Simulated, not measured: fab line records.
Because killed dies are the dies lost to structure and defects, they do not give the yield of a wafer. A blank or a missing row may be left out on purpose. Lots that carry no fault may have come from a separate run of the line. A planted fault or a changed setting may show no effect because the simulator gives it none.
fab line records	flow gf180mcu	part 1 of 2: steps 1 to 36 of 48
[record] lots = 5	wafers = 15	lastDay = 33
route steps=602 shown LVPWELL@61 MVSD@66 MVPSD@78 VT_IMPLANT@90
lots with no fault: from the same line, run without faults
startH: hours from the record's first day to the start of the lot's first wafer shown	waitH: hours from the lot's prior step to this one	" repeats the value in the row above	L1.1+2: one row covering several wafers at once	- no value, or no start was given	* or withheld: withheld	< > ~ a bound
route shown NAME@n: a module of which the file shows steps, and the number in the route of the first	usual: mean/standard deviation of fault-free wafers	same: alike in all rows	chamber/n: place in a boat	sites: per-site readings	_std_site: how widely they spread, as a standard deviation	_edge_site: mean of outer sites minus mean of inner sites	radiusMm: for every site, how far away it sits from the centre of the wafer	mask NAME#n: copy n	behind: the most recent tool/chamber to have shaped the wafer	hold: cause of the lot's hold/its duration in hours/its outcome	device: transistor that didn't switch, given as n, p or np	end of line: the tests these same wafers got at the end of their route	step lacking rows: just its recipe	killed: at the first sort, the dies lost to defects and structure; wafer yield is something else	map: per-die view of a wafer (x killed, . not killed, _ where there is no die)
set.NAME: the setting the step ran with; set.NAME@STEP: the setting that earlier step ran with	model.NAME: the simulator's own value behind a step, which no gauge read
lots at selected steps of the route; one table per step, one row per wafer
services: from which hour (startH, from the record's first day; less than 0 if before it) a tool's chamber was out of use, for how many hours, and why
[[steps]]
[step GF_LVPWELL_OVL_MEAS_07]
[usual] LVPWELL_OVL = 0.5/1.4
lot.wafer	tool	chamber	startH	waitH	LVPWELL_OVL[nm]
L074.1	overlay-02	-	68.89	-	-0.4
L074.4	"	-	"	"	0.0
L074.6	"	-	"	"	-0.2
L075.1	overlay-02	-	74.94	-	0.0
L075.2	"	-	"	"	0.1
L075.4	"	-	"	"	0.4
L076.2	overlay-01	-	77.89	-	0.9
L076.3	"	-	"	"	2.2
L076.6	"	-	"	"	0.8
L091.3	overlay-02	-	164.00	-	1.7
L091.4	"	-	"	"	1.3
L091.6	"	-	"	"	0.7
L092.1	overlay-01	-	168.28	-	2.5
L092.2	"	-	"	"	3.3
L092.5	"	-	"	"	1.4
[step GF_LVPWELL_IMPLANT_08]
[recipe] species = B	energyKev = 170	doseCm2 = 1.5e+13	tiltDeg = 0
lot.wafer	tool	chamber	startH	waitH
L074.1+4+6	implanter-03	0	68.92	0.0
L075.1+2+4	implanter-01	0	74.98	0.0
L076.2+3+6	implanter-03	0	77.95	0.0
L091.3+4+6	implanter-03	0	164.07	0.1
L092.1+2+5	implanter-01	0	168.32	0.0
[step GF_LVPWELL_IMPLANT_09]
[recipe] species = B	energyKev = 60	doseCm2 = 5e+12	tiltDeg = 0
lot.wafer	tool	chamber	startH	waitH
L074.1+4+6	implanter-03	0	69.07	0.1
L075.1+2+4	implanter-01	0	75.13	0.1
L076.2+3+6	implanter-03	0	78.10	0.1
L091.3+4+6	implanter-03	0	164.22	0.1
L092.1+2+5	implanter-01	0	168.47	0.1
[step GF_LVPWELL_STRIP_10]
[recipe] chemistry = O2/N2	powerW = 1400	pressureMtorr = 1500	platenTempC = 250	o2FlowSccm = 3000	n2FlowSccm = 300	overashFraction = 0.5
[usual] drypumpMotorCurrentA = 6.0/0.52	heaterPowerW = 312/31	oesProductAu = 0.722/0.0046	stripTimeToEndpointS = 36.64/0.09
lot.wafer	tool	chamber	startH	waitH	drypumpMotorCurrentA	heaterPowerW	oesProductAu	rfHoursCounterH	stripTimeToEndpointS
L074.1	plasmaAsher-01	0	69.22	0.1	5.3	286	0.724	43	36.66
L074.4	"	1	"	"	6.0	340	0.720	-	36.71
L074.6	"	1	"	"	6.0	342	0.730	-	36.65
L075.1	plasmaAsher-03	0	75.28	0.1	5.4	269	0.726	30	36.66
L075.2	"	1	"	"	5.9	333	0.719	30	36.61
L075.4	"	0	"	"	5.4	256	0.717	-	36.63
L076.2	plasmaAsher-03	0	78.22	0.1	5.4	268	0.722	30	36.56
L076.3	"	0	"	"	5.4	273	0.720	-	36.67
L076.6	"	0	"	"	5.4	258	0.726	-	36.75
L091.3	plasmaAsher-03	0	164.35	0.1	5.4	266	0.728	-	36.64
L091.4	"	1	"	"	5.9	331	0.719	-	36.66
L091.6	"	1	"	"	5.9	329	0.724	-	36.58
L092.1	plasmaAsher-03	1	168.62	0.1	5.9	329	0.718	40	36.63
L092.2	"	0	"	"	5.4	257	0.726	40	36.65
L092.5	"	0	"	"	5.4	265	0.718	-	36.69
[step GF_LVPWELL_TW_MEAS_11]
[usual] LVPWELL_TW = 558/4.6
lot.wafer	tool	chamber	startH	waitH	LVPWELL_TW
L074.1	filmMetro-02	-	69.32	0.1	557
L074.4	"	-	"	"	555
L074.6	"	-	"	"	560
L075.1	filmMetro-01	-	75.42	0.1	552
L075.2	"	-	"	"	551
L075.4	"	-	"	"	556
L076.2	filmMetro-02	-	78.33	0.1	558
L076.3	"	-	"	"	550
L076.6	"	-	"	"	558
L091.3	filmMetro-04	-	164.44	0.1	562
L091.4	"	-	"	"	563
L091.6	"	-	"	"	563
L092.1	filmMetro-04	-	168.72	0.1	560
L092.2	"	-	"	"	562
L092.5	"	-	"	"	563
[step GF_MVSD_DEHYDRATE_00]
[recipe] tempC = 200	timeS = 60
lot.wafer	tool	chamber	startH	waitH
L074.1+4+6	lithoTrack-01	0	74.84	5.5
L075.1+2+4	lithoTrack-02	0	80.89	5.5
L076.2+3+6	lithoTrack-01	0	83.77	5.4
L091.3+4+6	lithoTrack-01	0	171.69	7.2
L092.1+2+5	lithoTrack-01	0	176.09	7.4
[step GF_MVSD_HMDS_01]
[recipe] primeTimeS = 60	primeTempC = 120
[same] primeTimeS = 60
lot.wafer	tool	chamber	startH	waitH
L074.1+4+6	lithoTrack-01	0	74.99	0.1
L075.1+2+4	lithoTrack-02	0	81.04	0.1
L076.2+3+6	lithoTrack-01	0	83.92	0.1
L091.3+4+6	lithoTrack-01	0	171.84	0.1
L092.1+2+5	lithoTrack-01	0	176.24	0.1
[step GF_MVSD_COAT_02]
[recipe] spinRpm = 2000	resistThkNm = 3000
lot.wafer	tool	chamber	startH	waitH
L074.1+4+6	lithoTrack-01	0	75.14	0.1
L075.1+2+4	lithoTrack-02	0	81.19	0.1
L076.2+3+6	lithoTrack-01	0	84.07	0.1
L091.3+4+6	lithoTrack-01	0	171.99	0.1
L092.1+2+5	lithoTrack-01	0	176.39	0.1
[step GF_MVSD_SOFTBAKE_03]
[recipe] tempC = 110	timeS = withheld
lot.wafer	tool	chamber	startH	waitH
L074.1+4+6	lithoTrack-01	0	75.29	0.1
L075.1+2+4	lithoTrack-02	0	81.34	0.1
L076.2+3+6	lithoTrack-01	0	84.23	0.1
L091.3+4+6	lithoTrack-01	0	172.16	0.1
L092.1+2+5	lithoTrack-01	0	176.54	0.1
[step GF_MVSD_EXPOSE_04]
[recipe] maskId = MVSD	targetCdNm = 1000	na = 0.6	sourceShape = conventional	sigmaOuter = 0.6	doseMj = 260
[usual] stageVelMmS = 500.02/0.23
[same] na = 0.6
lot.wafer	tool	chamber	startH	waitH	mask	stageVelMmS
L074.1	ilineStepper-01	0	-	-	MVSD#0	500.12
L074.4	"	0	"	"	MVSD#0	499.86
L074.6	"	0	"	"	MVSD#0	499.89
L075.1	ilineStepper-01	0	-	-	MVSD#0	500.35
L075.2	"	0	"	"	MVSD#0	499.94
L075.4	"	0	"	"	MVSD#0	500.06
L076.2	ilineStepper-01	0	-	-	MVSD#0	500.44
L076.3	"	0	"	"	MVSD#0	500.49
L076.6	"	0	"	"	MVSD#0	500.20
L091.3	ilineStepper-01	0	-	-	MVSD#0	499.90
L091.4	"	0	"	"	MVSD#0	500.25
L091.6	"	0	"	"	MVSD#0	500.20
L092.1	ilineStepper-01	0	-	-	MVSD#0	499.92
L092.2	"	0	"	"	MVSD#0	499.82
L092.5	"	0	"	"	MVSD#0	499.84
[step GF_MVSD_PEB_05]
[recipe] tempC = 115	timeS = withheld
lot.wafer	tool	chamber	startH	waitH
L074.1+4+6	lithoTrack-01	0	-	-
L075.1+2+4	lithoTrack-03	0	-	-
L076.2+3+6	lithoTrack-02	0	-	-
L091.3+4+6	lithoTrack-01	0	-	-
L092.1+2+5	lithoTrack-02	0	-	-
[step GF_MVSD_DEVELOP_06]
[recipe] wallAngleDeg = 90	developTimeS = 60	devTempC = 23
lot.wafer	tool	chamber	startH	waitH
L074.1+4+6	lithoTrack-01	0	-	-
L075.1+2+4	lithoTrack-03	0	-	-
L076.2+3+6	lithoTrack-02	0	-	-
L091.3+4+6	lithoTrack-01	0	-	-
L092.1+2+5	lithoTrack-02	0	-	-
[step GF_MVSD_OVL_MEAS_07]
[usual] MVSD_OVL = -0.2/1.2
lot.wafer	tool	chamber	startH	waitH	MVSD_OVL[nm]
L074.1	overlay-02	-	81.79	-	0.6
L074.4	"	-	"	"	0.8
L074.6	"	-	"	"	1.3
L075.1	overlay-02	-	88.14	-	1.1
L075.2	"	-	"	"	-1.0
L075.4	"	-	"	"	0.5
L076.2	overlay-02	-	91.15	-	-2.0
L076.3	"	-	"	"	-0.7
L076.6	"	-	"	"	-2.2
L091.3	overlay-01	-	180.25	-	1.6
L091.4	"	-	"	"	-1.4
L091.6	"	-	"	"	0.6
L092.1	overlay-01	-	184.74	-	0.0
L092.2	"	-	"	"	-1.7
L092.5	"	-	"	"	0.2
[step GF_MVSD_IMPLANT_08]
[recipe] species = P	energyKev = 400	doseCm2 = 1.6e+13	tiltDeg = 0
lot.wafer	tool	chamber	startH	waitH
L074.1+4+6	implanter-02	0	81.83	0.0
L075.1+2+4	implanter-03	0	88.17	0.0
L076.2+3+6	implanter-04	0	91.21	0.0
L091.3+4+6	implanter-03	0	180.33	0.1
L092.1+2+5	implanter-02	0	184.78	0.0
[step GF_MVSD_IMPLANT_09]
[recipe] species = P	energyKev = 100	doseCm2 = 5e+12	tiltDeg = 0
lot.wafer	tool	chamber	startH	waitH
L074.1+4+6	implanter-02	0	81.98	0.1
L075.1+2+4	implanter-03	0	88.32	0.1
L076.2+3+6	implanter-04	0	91.36	0.1
L091.3+4+6	implanter-03	0	180.48	0.1
L092.1+2+5	implanter-02	0	184.93	0.1
[step GF_MVSD_STRIP_10]
[recipe] chemistry = O2/N2	powerW = 1400	pressureMtorr = 1500	platenTempC = 250	o2FlowSccm = 3000	n2FlowSccm = 300	overashFraction = 0.5
[usual] drypumpMotorCurrentA = 6.2/0.51	heaterPowerW = 317/26	oesProductAu = 0.722/0.0045	stripTimeToEndpointS = 36.92/0.07
lot.wafer	tool	chamber	startH	waitH	drypumpMotorCurrentA	heaterPowerW	oesProductAu	rfHoursCounterH	stripTimeToEndpointS
L074.1	plasmaAsher-01	1	82.13	0.1	6.0	338	0.724	44	36.86
L074.4	"	1	"	"	6.0	351	0.725	-	36.94
L074.6	"	0	"	"	5.3	288	0.721	-	36.89
L075.1	plasmaAsher-01	1	88.47	0.1	6.0	336	0.725	44	36.84
L075.2	"	0	"	"	5.3	282	0.718	44	36.92
L075.4	"	0	"	"	5.3	280	0.719	-	36.93
L076.2	plasmaAsher-02	0	91.48	0.1	5.8	343	0.723	43	36.88
L076.3	"	1	"	"	6.0	274	0.719	-	36.83
L076.6	"	0	"	"	5.8	348	0.721	-	36.88
L091.3	plasmaAsher-04	0	180.61	0.1	6.6	320	0.719	-	36.94
L091.4	"	1	"	"	6.6	326	0.723	-	36.97
L091.6	"	0	"	"	6.6	315	0.721	-	36.97
L092.1	plasmaAsher-04	1	185.08	0.1	6.6	325	0.713	52	36.91
L092.2	"	0	"	"	6.6	306	0.728	52	36.92
L092.5	"	0	"	"	6.6	318	0.723	-	36.87
[step GF_MVSD_TW_MEAS_11]
[usual] MVSD_TW = 1571/13
lot.wafer	tool	chamber	startH	waitH	MVSD_TW
L074.1	filmMetro-02	-	82.23	0.1	1572
L074.4	"	-	"	"	1564
L074.6	"	-	"	"	1563
L075.1	filmMetro-01	-	88.57	0.1	1567
L075.2	"	-	"	"	1570
L075.4	"	-	"	"	1556
L076.2	filmMetro-02	-	91.59	0.1	1583
L076.3	"	-	"	"	1570
L076.6	"	-	"	"	1575
L091.3	filmMetro-04	-	180.70	0.1	1586
L091.4	"	-	"	"	1597
L091.6	"	-	"	"	1592
L092.1	filmMetro-02	-	185.18	0.1	1562
L092.2	"	-	"	"	1559
L092.5	"	-	"	"	1558
[step GF_MVPSD_DEHYDRATE_00]
[recipe] tempC = 200	timeS = 60
lot.wafer	tool	chamber	startH	waitH
L074.1+4+6	lithoTrack-04	0	88.69	6.4
L075.1+2+4	lithoTrack-01	0	94.94	6.4
L076.2+3+6	lithoTrack-04	0	98.11	6.5
L091.3+4+6	lithoTrack-03	0	188.68	8.0
L092.1+2+5	lithoTrack-04	0	192.83	7.6
[step GF_MVPSD_HMDS_01]
[recipe] primeTimeS = 60	primeTempC = 120
[same] primeTimeS = 60
lot.wafer	tool	chamber	startH	waitH
L074.1+4+6	lithoTrack-04	0	88.84	0.1
L075.1+2+4	lithoTrack-01	0	95.09	0.1
L076.2+3+6	lithoTrack-04	0	98.26	0.1
L091.3+4+6	lithoTrack-03	0	188.83	0.1
L092.1+2+5	lithoTrack-04	0	192.98	0.1
[step GF_MVPSD_COAT_02]
[recipe] spinRpm = 2000	resistThkNm = 3000
lot.wafer	tool	chamber	startH	waitH
L074.1+4+6	lithoTrack-04	0	88.99	0.1
L075.1+2+4	lithoTrack-01	0	95.24	0.1
L076.2+3+6	lithoTrack-04	0	98.41	0.1
L091.3+4+6	lithoTrack-03	0	188.98	0.1
L092.1+2+5	lithoTrack-04	0	193.13	0.1
[step GF_MVPSD_SOFTBAKE_03]
[recipe] tempC = 110	timeS = withheld
lot.wafer	tool	chamber	startH	waitH
L074.1+4+6	lithoTrack-04	0	89.14	0.1
L075.1+2+4	lithoTrack-01	0	95.39	0.1
L076.2+3+6	lithoTrack-04	0	98.57	0.1
L091.3+4+6	lithoTrack-03	0	189.15	0.1
L092.1+2+5	lithoTrack-04	0	193.28	0.1
[step GF_MVPSD_EXPOSE_04]
[recipe] maskId = MVPSD	targetCdNm = 1000	na = 0.6	sourceShape = conventional	sigmaOuter = 0.6	doseMj = 260
[usual] stageVelMmS = 499.98/0.22
[same] na = 0.6
lot.wafer	tool	chamber	startH	waitH	mask	stageVelMmS
L074.1	ilineStepper-01	0	-	-	MVPSD#0	499.76
L074.4	"	0	"	"	MVPSD#0	499.68
L074.6	"	0	"	"	MVPSD#0	500.10
L075.1	ilineStepper-02	0	-	-	MVPSD#0	499.94
L075.2	"	0	"	"	MVPSD#0	500.09
L075.4	"	0	"	"	MVPSD#0	499.78
L076.2	ilineStepper-01	0	-	-	MVPSD#0	499.85
L076.3	"	0	"	"	MVPSD#0	499.73
L076.6	"	0	"	"	MVPSD#0	500.00
L091.3	ilineStepper-02	0	-	-	MVPSD#0	499.89
L091.4	"	0	"	"	MVPSD#0	499.94
L091.6	"	0	"	"	MVPSD#0	499.75
L092.1	ilineStepper-02	0	-	-	MVPSD#0	499.82
L092.2	"	0	"	"	MVPSD#0	499.68
L092.5	"	0	"	"	MVPSD#0	499.74
[step GF_MVPSD_PEB_05]
[recipe] tempC = 115	timeS = withheld
lot.wafer	tool	chamber	startH	waitH
L074.1+4+6	lithoTrack-04	0	-	-
L075.1+2+4	lithoTrack-03	0	-	-
L076.2+3+6	lithoTrack-04	0	-	-
L091.3+4+6	lithoTrack-01	0	-	-
L092.1+2+5	lithoTrack-04	0	-	-
[step GF_MVPSD_DEVELOP_06]
[recipe] wallAngleDeg = 90	developTimeS = 60	devTempC = 23
lot.wafer	tool	chamber	startH	waitH
L074.1+4+6	lithoTrack-04	0	-	-
L075.1+2+4	lithoTrack-03	0	-	-
L076.2+3+6	lithoTrack-04	0	-	-
L091.3+4+6	lithoTrack-01	0	-	-
L092.1+2+5	lithoTrack-04	0	-	-
[step GF_MVPSD_OVL_MEAS_07]
[usual] MVPSD_OVL = 0.8/1.3
lot.wafer	tool	chamber	startH	waitH	MVPSD_OVL[nm]
L074.1	overlay-01	-	96.44	-	0.4
L074.4	"	-	"	"	-0.4
L074.6	"	-	"	"	1.2
L075.1	overlay-01	-	103.04	-	2.6
L075.2	"	-	"	"	2.3
L075.4	"	-	"	"	1.8
L076.2	overlay-01	-	105.64	-	0.4
L076.3	"	-	"	"	-1.2
L076.6	"	-	"	"	-1.0
L091.3	overlay-02	-	197.00	-	1.4
L091.4	"	-	"	"	2.0
L091.6	"	-	"	"	1.2
L092.1	overlay-01	-	202.18	-	2.6
L092.2	"	-	"	"	2.4
L092.5	"	-	"	"	2.7
[step GF_MVPSD_IMPLANT_08]
[recipe] species = B	energyKev = 170	doseCm2 = 1.473e+13	tiltDeg = 0
lot.wafer	tool	chamber	startH	waitH
L074.1+4+6	implanter-03	0	96.47	0.0
L075.1+2+4	implanter-04	0	103.07	0.0
L076.2+3+6	implanter-04	0	105.70	0.0
L091.3+4+6	implanter-01	0	197.08	0.1
L092.1+2+5	implanter-03	0	202.22	0.0
[step GF_MVPSD_IMPLANT_09]
[recipe] species = B	energyKev = 40	doseCm2 = 5e+12	tiltDeg = 0
lot.wafer	tool	chamber	startH	waitH
L074.1+4+6	implanter-03	0	96.62	0.1
L075.1+2+4	implanter-04	0	103.22	0.1
L076.2+3+6	implanter-04	0	105.85	0.1
L091.3+4+6	implanter-01	0	197.23	0.1
L092.1+2+5	implanter-03	0	202.37	0.1
[step GF_MVPSD_STRIP_10]
[recipe] chemistry = O2/N2	powerW = 1400	pressureMtorr = 1500	platenTempC = 250	o2FlowSccm = 3000	n2FlowSccm = 300	overashFraction = 0.5
[usual] drypumpMotorCurrentA = 6.0/0.46	heaterPowerW = 309/31	oesProductAu = 0.723/0.0042	stripTimeToEndpointS = 36.96/0.1
lot.wafer	tool	chamber	startH	waitH	drypumpMotorCurrentA	heaterPowerW	oesProductAu	rfHoursCounterH	stripTimeToEndpointS
L074.1	plasmaAsher-04	1	96.77	0.1	6.6	319	0.726	41	36.68
L074.4	"	0	"	"	6.6	318	0.724	-	36.78
L074.6	"	0	"	"	6.6	323	0.723	-	36.88
L075.1	plasmaAsher-04	0	103.37	0.1	6.6	314	0.718	42	36.85
L075.2	"	1	"	"	6.6	327	0.722	42	36.80
L075.4	"	1	"	"	6.6	330	0.727	-	36.85
L076.2	plasmaAsher-04	1	105.97	0.1	6.6	322	0.726	43	37.10
L076.3	"	0	"	"	6.6	316	0.724	-	37.00
L076.6	"	1	"	"	6.6	320	0.718	-	36.96
L091.3	plasmaAsher-02	0	197.36	0.1	5.8	339	0.721	-	36.92
L091.4	"	1	"	"	5.9	281	0.725	-	36.97
L091.6	"	0	"	"	5.8	352	0.724	-	36.85
L092.1	plasmaAsher-03	0	202.52	0.1	5.4	265	0.721	44	37.11
L092.2	"	1	"	"	5.9	337	0.723	44	37.09
L092.5	"	1	"	"	5.9	330	0.723	-	37.14
[step GF_MVPSD_TW_MEAS_11]
[usual] MVPSD_TW = 550/5.1
lot.wafer	tool	chamber	startH	waitH	MVPSD_TW
L074.1	filmMetro-02	-	96.87	0.1	543
L074.4	"	-	"	"	543
L074.6	"	-	"	"	544
L075.1	filmMetro-01	-	103.47	0.1	544
L075.2	"	-	"	"	543
L075.4	"	-	"	"	546
L076.2	filmMetro-02	-	106.08	0.1	546
L076.3	"	-	"	"	548
L076.6	"	-	"	"	544
L091.3	filmMetro-04	-	197.45	0.1	560
L091.4	"	-	"	"	564
L091.6	"	-	"	"	559
L092.1	filmMetro-02	-	202.62	0.1	546
L092.2	"	-	"	"	552
L092.5	"	-	"	"	547
[step GF_VT_IMPLANT_DEHYDRATE_00]
[recipe] tempC = 200	timeS = 60
lot.wafer	tool	chamber	startH	waitH
L074.1+4+6	lithoTrack-02	0	103.54	6.7
L075.1+2+4	lithoTrack-02	0	110.19	6.7
L076.2+3+6	lithoTrack-04	0	112.51	6.4
L091.3+4+6	lithoTrack-02	0	205.59	8.1
L092.1+2+5	lithoTrack-01	0	210.59	8.0
[step GF_VT_IMPLANT_HMDS_01]
[recipe] primeTimeS = 60	primeTempC = 120
[same] primeTimeS = 60
lot.wafer	tool	chamber	startH	waitH
L074.1+4+6	lithoTrack-02	0	103.69	0.1
L075.1+2+4	lithoTrack-02	0	110.34	0.1
L076.2+3+6	lithoTrack-04	0	112.66	0.1
L091.3+4+6	lithoTrack-02	0	205.74	0.1
L092.1+2+5	lithoTrack-01	0	210.74	0.1
[step GF_VT_IMPLANT_COAT_02]
[recipe] resist = NOVOLAK	spinRpm = 3000	resistThkNm = 1000
lot.wafer	tool	chamber	startH	waitH
L074.1+4+6	lithoTrack-02	0	103.84	0.1
L075.1+2+4	lithoTrack-02	0	110.49	0.1
L076.2+3+6	lithoTrack-04	0	112.81	0.1
L091.3+4+6	lithoTrack-02	0	205.89	0.1
L092.1+2+5	lithoTrack-01	0	210.89	0.1
[step GF_VT_IMPLANT_SOFTBAKE_03]
[recipe] tempC = 90	timeS = 60	resist = NOVOLAK
lot.wafer	tool	chamber	startH	waitH
L074.1+4+6	lithoTrack-02	0	103.99	0.1
L075.1+2+4	lithoTrack-02	0	110.64	0.1
L076.2+3+6	lithoTrack-04	0	112.96	0.1
L091.3+4+6	lithoTrack-02	0	206.04	0.1
L092.1+2+5	lithoTrack-01	0	211.04	0.1
[step GF_VT_IMPLANT_EXPOSE_04]
[recipe] maskId = LVPWELL_LV_AREA	targetCdNm = 600	na = 0.6	sourceShape = conventional	sigmaOuter = 0.6	doseMj = 140
[usual] stageVelMmS = 499.99/0.25
[same] na = 0.6
lot.wafer	tool	chamber	startH	waitH	mask	stageVelMmS
L074.1	ilineStepper-01	0	-	-	LVPWELL_LV_AREA#0	499.41
L074.4	"	0	"	"	LVPWELL_LV_AREA#0	499.76
L074.6	"	0	"	"	LVPWELL_LV_AREA#0	499.76
L075.1	ilineStepper-01	0	-	-	LVPWELL_LV_AREA#0	500.01
L075.2	"	0	"	"	LVPWELL_LV_AREA#0	499.55
L075.4	"	0	"	"	LVPWELL_LV_AREA#0	499.74
L076.2	ilineStepper-02	0	-	-	LVPWELL_LV_AREA#0	499.96
L076.3	"	0	"	"	LVPWELL_LV_AREA#0	500.00
L076.6	"	0	"	"	LVPWELL_LV_AREA#0	499.89
L091.3	ilineStepper-02	0	-	-	LVPWELL_LV_AREA#0	499.96
L091.4	"	0	"	"	LVPWELL_LV_AREA#0	499.98
L091.6	"	0	"	"	LVPWELL_LV_AREA#0	499.94
L092.1	ilineStepper-01	0	-	-	LVPWELL_LV_AREA#0	499.83
L092.2	"	0	"	"	LVPWELL_LV_AREA#0	499.69
L092.5	"	0	"	"	LVPWELL_LV_AREA#0	499.71
[step GF_VT_IMPLANT_PEB_05]
[recipe] tempC = withheld	timeS = *	resist = NOVOLAK
lot.wafer	tool	chamber	startH	waitH
L074.1+4+6	lithoTrack-02	0	-	-
L075.1+2+4	lithoTrack-01	0	-	-
L076.2+3+6	lithoTrack-02	0	-	-
L091.3+4+6	lithoTrack-04	0	-	-
L092.1+2+5	lithoTrack-04	0	-	-
[step GF_VT_IMPLANT_DEVELOP_06]
[recipe] developTimeS = 60	devTempC = 23
lot.wafer	tool	chamber	startH	waitH
L074.1+4+6	lithoTrack-02	0	111.29	0.1
L075.1+2+4	lithoTrack-01	0	117.24	0.1
L076.2+3+6	lithoTrack-02	0	120.27	0.1
L091.3+4+6	lithoTrack-04	0	214.68	0.1
L092.1+2+5	lithoTrack-04	0	219.68	0.1
